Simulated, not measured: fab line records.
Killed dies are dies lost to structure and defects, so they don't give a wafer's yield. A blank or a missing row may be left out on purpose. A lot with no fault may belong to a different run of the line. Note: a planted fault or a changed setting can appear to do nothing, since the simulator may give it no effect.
Which of the tools did it? | flow gf180mcu | Sampling: 6 lots, 18 wafers, 3 of 602 route steps

WHAT THE GAUGES READ, wafer by wafer
GF_V4_CD_MEAS_14 targets a cd of 260 nm.
lot  | measured     | on       | cdNm (nm)
L151 | day 25 01:22 | cdSem-01 | 259.6 260.8 261.1
L154 | day 25 17:53 | cdSem-01 | 262.1 262.4 260.8
L160 | day 28 05:31 | cdSem-01 | 270.5 270.4 268.9
L164 | day 28 22:31 | cdSem-01 | 259.9 260.5 259.9
L167 | day 30 05:55 | cdSem-01 | 258.6 258.3 259.0
L173 | day 31 09:44 | cdSem-02 | 258.7 259.6 259.4

WHICH TOOL RAN EACH LOT (tool, then ch and the chambers of the sampled wafers, then the start)
lot  | GF_M4_STRIP_17                      | GF_V4_PEB_12
L151 | plasmaAsher-04 ch 0,1, day 24 02:22 | lithoTrack-03 ch 0, day 25 01:01
L154 | plasmaAsher-01 ch 0,1, day 24 18:53 | lithoTrack-04 ch 0, day 25 17:32
L160 | plasmaAsher-04 ch 0,1, day 27 08:11 | lithoTrack-02 ch 0, day 28 05:10
L164 | plasmaAsher-04 ch 0,1, day 28 02:07 | lithoTrack-03 ch 0, day 28 22:04
L167 | plasmaAsher-04 ch 0, day 29 09:32   | lithoTrack-04 ch 0, day 30 05:34
L173 | plasmaAsher-04 ch 0,1, day 30 14:31 | lithoTrack-04 ch 0, day 31 09:23
- GF_M4_STRIP_17: strips in O2/N2.
- GF_V4_PEB_12: peb time 91.4 s.

THE ANSWER, worked out from the rows above alone
Rule: the lots themselves supply what counts as usual. The widest of any qualifying gaps counts: lots, ordered by their means at a reading, are off when they make up no more than a third of the lots, leave a main group of 4 or more, and stand apart from it by 3 or more times the standard deviation of that group's means. Not used: any main group whose means are identical at the precision the tables above print for the reading. Also off: a lot with no number at a reading for which 4 or more lots have one. All remaining lots with rows at the step are treated as sound.
Off: L160, at GF_V4_CD_MEAS_14 (cdNm). The main group has a mean of 260.0 nm with a standard deviation of 1.1.
A tool fits if, at a process step before that reading, it ran every lot that is off, and no sound lot after the first of them. Gauges at GF_V4_CD_MEAS_14: tried the same way as those tools. One candidate fits, namely lithoTrack-02 at GF_V4_PEB_12. It ran no sound lot before its first lot that is off in this sample, so the start can't be narrowed down.

WHAT HAD BEEN PUT IN BY THE SIMULATOR
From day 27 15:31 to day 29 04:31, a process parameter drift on lithoTrack-02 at GF_V4_PEB_12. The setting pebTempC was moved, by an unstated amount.
Struck lots among those shown: L160. This agrees with what the rule above found.
